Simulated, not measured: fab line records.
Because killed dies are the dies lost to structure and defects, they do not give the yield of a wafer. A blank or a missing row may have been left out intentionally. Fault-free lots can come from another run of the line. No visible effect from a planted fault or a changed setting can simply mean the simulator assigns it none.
fab line records :: flow sky130
record:
  lots: 6
  wafers: 18
  last_day: 49
route steps=708 shown POLY_GATE@213 RES_PROTECT@214
lots that met no fault: taken from a fault-free run of the same line
start_h: the number of hours between the record's first day and the start of the first shown wafer of the lot :: wait_h: time in hours since the lot's previous step :: " repeats the value in the row above :: L1.1+2: one row covering several wafers at once :: - no value present, or no start provided :: * or withheld: withheld :: < > ~ a bound
route shown NAME@n: names a module that has steps shown in the file, with the first one's number in the route :: usual: average and standard deviation across the fault-free wafers :: same: alike in all rows :: chamber/n: place in a boat :: sites: each site's reading :: _std_site: the standard deviation of these :: _edge_site: outer sites' mean less inner sites' :: radius_mm: how far each site lies from the wafer's centre :: mask NAME#n: copy n :: behind: the most recent tool/chamber to have shaped the wafer :: hold: why the lot was held/for how many hours/how that ended :: device: which transistor (n, p or np) failed to switch :: end of line: the same wafers' tests at the end of the route :: step lacking rows: just its recipe :: killed: at the first sort, the dies lost to defects and structure; wafer yield is something else :: map: dies across one wafer; x = killed, . = not, _ = none there
set.NAME: setting as actually run; set.NAME@STEP: the setting as run at that earlier step :: model.NAME: the simulator's own value behind a step, which no gauge read
lots at selected steps of the route; one table per step, one row per wafer
services: the hour from which a tool's chamber was out of use, counted from the record's first day as start_h (under 0 if before that day), plus the number of hours and why
== steps ==
step: SKY_POLY_GATE_IMPLANT_02
recipe:
  species: P
  energy_kev: 30
  dose_cm2: 7.7e+15
  tilt_deg: 0
step: SKY_RES_PROTECT_STRIP_07
recipe:
  chemistry: O2/N2
  power_w: 1400
  pressure_mtorr: 1500
  platen_temp_c: withheld
  o2_flow_sccm: 3000
  n2_flow_sccm: 300
  overash_fraction: 0.5
usual:
  drypump_motor_current_A: 5.8/0.45
  oes_product_au: 0.518/0.0045
  strip_time_to_endpoint_s: 23.29/0.034
same:
  overash_fraction: 0.5
lot.wafer: L162.1
tool: plasma_asher-03
chamber: 0
start_h: 347.50
wait_h: 0.1
drypump_motor_current_A: 6.7
oes_product_au: 0.522
rf_hours_counter_h: 51
strip_time_to_endpoint_s: 23.32

lot.wafer: L162.2
tool: plasma_asher-03
chamber: 1
start_h: 347.50
wait_h: 0.1
drypump_motor_current_A: 5.6
oes_product_au: 0.520
rf_hours_counter_h: 51
strip_time_to_endpoint_s: 23.30

lot.wafer: L162.4
tool: plasma_asher-03
chamber: 1
start_h: 347.50
wait_h: 0.1
drypump_motor_current_A: 5.5
oes_product_au: 0.517
rf_hours_counter_h: -
strip_time_to_endpoint_s: 23.36

lot.wafer: L166.1
tool: plasma_asher-03
chamber: 0
start_h: 374.45
wait_h: 0.1
drypump_motor_current_A: 6.7
oes_product_au: 0.524
rf_hours_counter_h: 54
strip_time_to_endpoint_s: 23.28

lot.wafer: L166.4
tool: plasma_asher-03
chamber: 1
start_h: 374.45
wait_h: 0.1
drypump_motor_current_A: 5.5
oes_product_au: 0.515
rf_hours_counter_h: -
strip_time_to_endpoint_s: 23.35

lot.wafer: L166.5
tool: plasma_asher-03
chamber: 1
start_h: 374.45
wait_h: 0.1
drypump_motor_current_A: 5.5
oes_product_au: 0.513
rf_hours_counter_h: -
strip_time_to_endpoint_s: 23.29

lot.wafer: L168.1
tool: plasma_asher-04
chamber: 1
start_h: 392.14
wait_h: 0.1
drypump_motor_current_A: 6.2
oes_product_au: 0.522
rf_hours_counter_h: 72
strip_time_to_endpoint_s: 23.34

lot.wafer: L168.4
tool: plasma_asher-04
chamber: 0
start_h: 392.14
wait_h: 0.1
drypump_motor_current_A: 5.9
oes_product_au: 0.518
rf_hours_counter_h: -
strip_time_to_endpoint_s: 23.35

lot.wafer: L168.5
tool: plasma_asher-04
chamber: 0
start_h: 392.14
wait_h: 0.1
drypump_motor_current_A: 5.9
oes_product_au: 0.514
rf_hours_counter_h: -
strip_time_to_endpoint_s: 23.35

lot.wafer: L167.1
tool: plasma_asher-03
chamber: 1
start_h: 392.40
wait_h: 0.1
drypump_motor_current_A: 5.5
oes_product_au: 0.521
rf_hours_counter_h: 55
strip_time_to_endpoint_s: 23.31

lot.wafer: L167.5
tool: plasma_asher-03
chamber: 1
start_h: 392.40
wait_h: 0.1
drypump_motor_current_A: 5.5
oes_product_au: 0.520
rf_hours_counter_h: -
strip_time_to_endpoint_s: 23.27

lot.wafer: L167.6
tool: plasma_asher-03
chamber: 0
start_h: 392.40
wait_h: 0.1
drypump_motor_current_A: 6.6
oes_product_au: 0.509
rf_hours_counter_h: -
strip_time_to_endpoint_s: 23.29

lot.wafer: L178.1
tool: plasma_asher-04
chamber: 1
start_h: 487.34
wait_h: 0.1
drypump_motor_current_A: 6.2
oes_product_au: 0.523
rf_hours_counter_h: 82
strip_time_to_endpoint_s: 23.26

lot.wafer: L178.3
tool: plasma_asher-04
chamber: 0
start_h: 487.34
wait_h: 0.1
drypump_motor_current_A: 5.9
oes_product_au: 0.521
rf_hours_counter_h: -
strip_time_to_endpoint_s: 23.26

lot.wafer: L178.5
tool: plasma_asher-04
chamber: 0
start_h: 487.34
wait_h: 0.1
drypump_motor_current_A: 5.9
oes_product_au: 0.514
rf_hours_counter_h: -
strip_time_to_endpoint_s: 23.23

lot.wafer: L181.2
tool: plasma_asher-02
chamber: 0
start_h: 515.45
wait_h: 0.1
drypump_motor_current_A: 5.3
oes_product_au: 0.510
rf_hours_counter_h: 36
strip_time_to_endpoint_s: 23.28

lot.wafer: L181.5
tool: plasma_asher-02
chamber: 1
start_h: 515.45
wait_h: 0.1
drypump_motor_current_A: 5.7
oes_product_au: 0.513
rf_hours_counter_h: -
strip_time_to_endpoint_s: 23.28

lot.wafer: L181.6
tool: plasma_asher-02
chamber: 0
start_h: 515.45
wait_h: 0.1
drypump_motor_current_A: 5.3
oes_product_au: 0.523
rf_hours_counter_h: -
strip_time_to_endpoint_s: 23.28
step: SKY_RES_PROTECT_TW_MEAS_08
usual:
  POLY_GATE_TW: 4058/27
lot.wafer: L162.1
tool: film_metro-02
chamber: -
start_h: 347.60
wait_h: 0.1
POLY_GATE_TW: 4030

lot.wafer: L162.2
tool: film_metro-02
chamber: -
start_h: 347.60
wait_h: 0.1
POLY_GATE_TW: 4030

lot.wafer: L162.4
tool: film_metro-02
chamber: -
start_h: 347.60
wait_h: 0.1
POLY_GATE_TW: 4018

lot.wafer: L166.1
tool: film_metro-01
chamber: -
start_h: 374.55
wait_h: 0.1
POLY_GATE_TW: 4101

lot.wafer: L166.4
tool: film_metro-01
chamber: -
start_h: 374.55
wait_h: 0.1
POLY_GATE_TW: 4133

lot.wafer: L166.5
tool: film_metro-01
chamber: -
start_h: 374.55
wait_h: 0.1
POLY_GATE_TW: 4103

lot.wafer: L168.1
tool: film_metro-02
chamber: -
start_h: 392.24
wait_h: 0.1
POLY_GATE_TW: 4040

lot.wafer: L168.4
tool: film_metro-02
chamber: -
start_h: 392.24
wait_h: 0.1
POLY_GATE_TW: 4046

lot.wafer: L168.5
tool: film_metro-02
chamber: -
start_h: 392.24
wait_h: 0.1
POLY_GATE_TW: 4039

lot.wafer: L167.1
tool: film_metro-04
chamber: -
start_h: 392.50
wait_h: 0.1
POLY_GATE_TW: 4033

lot.wafer: L167.5
tool: film_metro-04
chamber: -
start_h: 392.50
wait_h: 0.1
POLY_GATE_TW: 4024

lot.wafer: L167.6
tool: film_metro-04
chamber: -
start_h: 392.50
wait_h: 0.1
POLY_GATE_TW: 4037

lot.wafer: L178.1
tool: film_metro-02
chamber: -
start_h: 487.44
wait_h: 0.1
POLY_GATE_TW: 4049

lot.wafer: L178.3
tool: film_metro-02
chamber: -
start_h: 487.44
wait_h: 0.1
POLY_GATE_TW: 4058

lot.wafer: L178.5
tool: film_metro-02
chamber: -
start_h: 487.44
wait_h: 0.1
POLY_GATE_TW: 4033

lot.wafer: L181.2
tool: film_metro-02
chamber: -
start_h: 515.56
wait_h: 0.1
POLY_GATE_TW: 4075

lot.wafer: L181.5
tool: film_metro-02
chamber: -
start_h: 515.56
wait_h: 0.1
POLY_GATE_TW: 4064

lot.wafer: L181.6
tool: film_metro-02
chamber: -
start_h: 515.56
wait_h: 0.1
POLY_GATE_TW: 4071
step: SKY_RES_PROTECT_CLEAN_09
recipe:
  chemistry: SC1/SC2
  mix: 1:4:20
  temp_c: 70
  time_s: 150
  dry: n2_spin
step: SKY_POLY_GATE_CVD_03
recipe:
  material: Si3N4
  precursor: DCS/NH3
  target_thk_nm: 75
  temp_c: 770
  time_s: 1290
  pressure_mtorr: 250
step: SKY_POLY_GATE_THK_MEAS_04
recipe:
  reads: Si3N4_of_POLY_GATE_CVD_03
usual:
  POLY_GATE_CVD_03_THK: 74.7/0.73
lot.wafer: L162.1
tool: film_metro-02
chamber: -
start_h: 350.95
wait_h: 0.0
POLY_GATE_CVD_03_THK[nm]: 74.8

lot.wafer: L162.2
tool: film_metro-02
chamber: -
start_h: 350.95
wait_h: 0.0
POLY_GATE_CVD_03_THK[nm]: 75.5

lot.wafer: L162.4
tool: film_metro-02
chamber: -
start_h: 350.95
wait_h: 0.0
POLY_GATE_CVD_03_THK[nm]: 75.6

lot.wafer: L166.1
tool: film_metro-01
chamber: -
start_h: 376.02
wait_h: 0.0
POLY_GATE_CVD_03_THK[nm]: 75.6

lot.wafer: L166.4
tool: film_metro-01
chamber: -
start_h: 376.02
wait_h: 0.0
POLY_GATE_CVD_03_THK[nm]: 75.0

lot.wafer: L166.5
tool: film_metro-01
chamber: -
start_h: 376.02
wait_h: 0.0
POLY_GATE_CVD_03_THK[nm]: 75.4

lot.wafer: L168.1
tool: film_metro-03
chamber: -
start_h: 393.71
wait_h: 0.0
POLY_GATE_CVD_03_THK[nm]: 74.3

lot.wafer: L168.4
tool: film_metro-03
chamber: -
start_h: 393.71
wait_h: 0.0
POLY_GATE_CVD_03_THK[nm]: 74.0

lot.wafer: L168.5
tool: film_metro-03
chamber: -
start_h: 393.71
wait_h: 0.0
POLY_GATE_CVD_03_THK[nm]: 73.8

lot.wafer: L167.1
tool: film_metro-01
chamber: -
start_h: 395.06
wait_h: 0.0
POLY_GATE_CVD_03_THK[nm]: 73.3

lot.wafer: L167.5
tool: film_metro-01
chamber: -
start_h: 395.06
wait_h: 0.0
POLY_GATE_CVD_03_THK[nm]: 72.7

lot.wafer: L167.6
tool: film_metro-01
chamber: -
start_h: 395.06
wait_h: 0.0
POLY_GATE_CVD_03_THK[nm]: 72.9

lot.wafer: L178.1
tool: film_metro-01
chamber: -
start_h: 489.10
wait_h: 0.0
POLY_GATE_CVD_03_THK[nm]: 73.9

lot.wafer: L178.3
tool: film_metro-01
chamber: -
start_h: 489.10
wait_h: 0.0
POLY_GATE_CVD_03_THK[nm]: 75.1

lot.wafer: L178.5
tool: film_metro-01
chamber: -
start_h: 489.10
wait_h: 0.0
POLY_GATE_CVD_03_THK[nm]: 73.6

lot.wafer: L181.2
tool: film_metro-03
chamber: -
start_h: 517.09
wait_h: 0.0
POLY_GATE_CVD_03_THK[nm]: 74.1

lot.wafer: L181.5
tool: film_metro-03
chamber: -
start_h: 517.09
wait_h: 0.0
POLY_GATE_CVD_03_THK[nm]: 74.7

lot.wafer: L181.6
tool: film_metro-03
chamber: -
start_h: 517.09
wait_h: 0.0
POLY_GATE_CVD_03_THK[nm]: 74.2
step: SKY_POLY_GATE_DEHYDRATE_05
recipe:
  temp_c: 200
  time_s: 60
step: SKY_POLY_GATE_HMDS_06
recipe:
  prime_time_s: 60
  prime_temp_c: 120
step: SKY_POLY_GATE_COAT_07
recipe:
  resist: BARC
  temp_c: withheld
  time_s: withheld
  spin_rpm: 3000
  resist_thk_nm: 110
step: SKY_POLY_GATE_COAT_08
recipe:
  resist: KrF-thick
  spin_rpm: 3000
  resist_thk_nm: 450
step: SKY_POLY_GATE_SOFTBAKE_09
recipe:
  temp_c: 100
  time_s: 90
  resist: KrF-thick
step: SKY_POLY_GATE_EXPOSE_10
recipe:
  mask_id: P1M
  na: 0.68
  source_shape: conventional
  sigma_outer: 0.6
  target_cd_nm: 150
  dose_mj: 28
step: SKY_POLY_GATE_PEB_11
recipe:
  peb_temp_c: withheld
  peb_time_s: withheld
  resist: KrF-thick
usual:
  chill_plate_temp_C: *
  exhaust_pa: 45.0/0.79
lot.wafer: L162.1
tool: litho_track-01
chamber: 0
start_h: 377
wait_h: -
chill_plate_temp_C: *
exhaust_pa: 45.0

lot.wafer: L162.2
tool: litho_track-01
chamber: 0
start_h: 377
wait_h: -
chill_plate_temp_C: *
exhaust_pa: 45.1

lot.wafer: L162.4
tool: litho_track-01
chamber: 0
start_h: 377
wait_h: -
chill_plate_temp_C: *
exhaust_pa: 44.8

lot.wafer: L166.1
tool: litho_track-04
chamber: 0
start_h: 403
wait_h: -
chill_plate_temp_C: *
exhaust_pa: 45.2

lot.wafer: L166.4
tool: litho_track-04
chamber: 0
start_h: 403
wait_h: -
chill_plate_temp_C: *
exhaust_pa: 44.8

lot.wafer: L166.5
tool: litho_track-04
chamber: 0
start_h: 403
wait_h: -
chill_plate_temp_C: *
exhaust_pa: 44.1

lot.wafer: L168.1
tool: litho_track-02
chamber: -
start_h: 422
wait_h: -
chill_plate_temp_C: -
exhaust_pa: -

lot.wafer: L168.4
tool: litho_track-02
chamber: -
start_h: 423
wait_h: -
chill_plate_temp_C: -
exhaust_pa: -

lot.wafer: L168.5
tool: litho_track-02
chamber: -
start_h: 423
wait_h: -
chill_plate_temp_C: -
exhaust_pa: -

lot.wafer: L167.1
tool: litho_track-01
chamber: -
start_h: 424
wait_h: -
chill_plate_temp_C: -
exhaust_pa: -

lot.wafer: L167.5
tool: litho_track-01
chamber: -
start_h: 424
wait_h: -
chill_plate_temp_C: -
exhaust_pa: -

lot.wafer: L167.6
tool: litho_track-01
chamber: -
start_h: 424
wait_h: -
chill_plate_temp_C: -
exhaust_pa: -

lot.wafer: L178.1
tool: litho_track-02
chamber: 0
start_h: 519
wait_h: -
chill_plate_temp_C: *
exhaust_pa: 45.8

lot.wafer: L178.3
tool: litho_track-02
chamber: 0
start_h: 519
wait_h: -
chill_plate_temp_C: *
exhaust_pa: 45.3

lot.wafer: L178.5
tool: litho_track-02
chamber: 0
start_h: 519
wait_h: -
chill_plate_temp_C: *
exhaust_pa: 47.0

lot.wafer: L181.2
tool: litho_track-01
chamber: 0
start_h: 547
wait_h: -
chill_plate_temp_C: *
exhaust_pa: 45.8

lot.wafer: L181.5
tool: litho_track-01
chamber: 0
start_h: 547
wait_h: -
chill_plate_temp_C: *
exhaust_pa: 45.7

lot.wafer: L181.6
tool: litho_track-01
chamber: 0
start_h: 547
wait_h: -
chill_plate_temp_C: *
exhaust_pa: 45.4
step: SKY_POLY_GATE_DEVELOP_12
recipe:
  develop_time_s: 60
  resist: KrF-thick
  dev_temp_c: 21
== services ==
tool: plasma_asher-04
chamber: -
start_h: 324.07
hours: 2.8
kind: pm

tool: plasma_asher-02
chamber: -
start_h: 329.38
hours: 4.0
kind: pm

tool: plasma_asher-03
chamber: -
start_h: 376.92
hours: 0.8
kind: repair

tool: plasma_asher-03
chamber: -
start_h: 379.36
hours: 1.3
kind: repair

tool: plasma_asher-04
chamber: -
start_h: 459.88
hours: 1.3
kind: repair

tool: plasma_asher-04
chamber: -
start_h: 512.98
hours: 0.6
kind: repair

tool: plasma_asher-02
chamber: -
start_h: 523.35
hours: 11.1
kind: repair
== key ==
first_sign:
  step: SKY_POLY_GATE_PEB_11
  reading: tool_record
  direction: missing
effect none on later readings
met_at SKY_POLY_GATE_PEB_11
struck_wafers L167.1,L167.5,L167.6,L168.1,L168.4,L168.5
later_rows_left_out L167.1,L167.5,L167.6,L168.1,L168.4,L168.5
sort_left_out L167.1,L167.5,L167.6,L168.1,L168.4,L168.5
tester_left_out L167,L168
onset_between 377 422
fault:
  kind: skipped_step_whole
  tool: litho_track-01,litho_track-02
  chamber: -
  onset_h: 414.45
  steps: SKY_POLY_GATE_PEB_11
  scope: struck_lots_only
tester_left_out: of these lots the tester's yield and bins aren't shown, on N5 and GAA mostly nor the transistor test; their killed dies are dies lost to structure and defects alone, not to doping, threshold or leakage, so they don't give the yield
sort_left_out: the simulated sort isn't trusted on such a fault, so these wafers' sort isn't shown, and their yield isn't known
later_rows_left_out: the simulator's readings of these wafers behind a module that went badly wrong aren't trusted and aren't shown, but for the sort
